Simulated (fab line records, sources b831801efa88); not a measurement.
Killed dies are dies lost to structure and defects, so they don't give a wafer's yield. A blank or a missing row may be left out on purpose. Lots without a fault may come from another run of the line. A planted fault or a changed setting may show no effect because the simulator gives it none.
Problem report in the 8D (eight disciplines) form, filled by code | flow sky130 | the parts of the form that need people (team, actions taken, sign-off) are left out

1. THE PROBLEM
run_length_s at SKY_FIELD_ISO_ETCH_14 reads a mean of 50.6 s on 3 wafers of 3 lots; wafers without a fault read 74.3 s with a standard deviation of 0.49. That is -48 standard deviations from the usual mean.
The step: etches BARC in N2/H2, stops on SiO2, time 45.9 s, target depth 60 nm.
First seen on wafer L755.2, day 5 16:20, on rie_diel-02. The record holds 45 wafers of 15 lots with a number at this step. Rule for "out", or "out of limits": more than 4 standard deviations from the usual mean. The other wafers with a number count as sound.

2. WHAT IT IS AND WHAT IT IS NOT
question                    | is                           | is not
which readings at this step | run_length_s, oes_product_au | drypump_motor_current_A
which lots                  | L755, L757, L758             | L740, L742, L743, L744, L745, L747, L748, L749, L750, L751, L752, L756
which wafers of those lots  | L755.2, L757.6, L758.6       | L755.3, L755.4, L757.3, L757.5, L758.1, L758.5
read on which tools         | rie_diel-02                  | rie_diel-01, rie_diel-04
when                        | from day 5 16:20             | up to then (35 sound wafers); but 7 sound wafers of L756, L757, L758 came after

3. SUSPECTS, AND WHAT RULES EACH OUT
Counting: a tool at a process step up to the reading stays a suspect if it ran every lot that is out. Sound lots after the first of them don't rule it out here, since some wafers of a struck lot are sound.
- rie_diel-02 at SKY_FIELD_ISO_ETCH_14 (etches BARC in N2/H2, stops on SiO2, time 45.9 s, target depth 60 nm): kept. It ran every lot that is out, first L755 (day 5 16:20); its last sound lot up to then is L751 (day 4 19:02). Its own readings are out on those wafers: oes_product_au, run_length_s.
Left after counting: rie_diel-02 at SKY_FIELD_ISO_ETCH_14.

4. THE CAUSE (what the simulator had put in)
Process parameter drift: rie_diel-02, from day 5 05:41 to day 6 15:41, at SKY_FIELD_ISO_ETCH_14. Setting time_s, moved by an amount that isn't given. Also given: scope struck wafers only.
Counting left only this tool.

5. THE CHAIN OF EFFECTS, in route order
Each row: a reading whose mean over the struck wafers that have a number lies more than 3 standard deviations from the usual. Only readings for which the record gives a usual standard deviation are gone through. hours: the time from each lot's start at the first step in this table that gives one to its start at this step, as a median over the lots. sigmas: the change in usual standard deviations.
hours | step                  | reading            | usual      | on struck wafers | change | sigmas
0     | SKY_FIELD_ISO_ETCH_14 | oes_product_au     | 0.854 a.u. | 0.994            | +0.140 | +29
0     | SKY_FIELD_ISO_ETCH_14 | run_length_s       | 74.3 s     | 50.6             | -23.7  | -48
0     | SKY_FIELD_ISO_ETCH_15 | oes_product_au     | 0.945 a.u. | 0.371            | -0.574 | -84
0     | SKY_FIELD_ISO_ETCH_15 | throttle_valve_pct | 8.843 %    | 8.674            | -0.169 | -15
The process steps in it:
- SKY_FIELD_ISO_ETCH_14: etches BARC in N2/H2, stops on SiO2, time 45.9 s, target depth 60 nm.
- SKY_FIELD_ISO_ETCH_15: etches the open film in CHF3/O2, stops on Si, target depth 180 nm, time 72 s.
Readings that are blank on the struck wafers while sound wafers have them: PWDE_OVL at SKY_PWDE_OVL_MEAS_07; NWELL_00_OVL at SKY_NWELL_OVL_MEAS_10; VT_ADJUST_NCORE_OVL at SKY_VT_ADJUST_NCORE_OVL_MEAS_08.
Later measuring or inspecting steps at which every struck wafer that the step has a row for has a number for every such reading, and none has moved that far: SKY_FIELD_ISO_THK_MEAS_23.

6. WHAT WOULD HAVE CAUGHT IT SOONER
In this record the first reading out of limits was taken at day 5 16:20, 11 hours after the fault began at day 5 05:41.
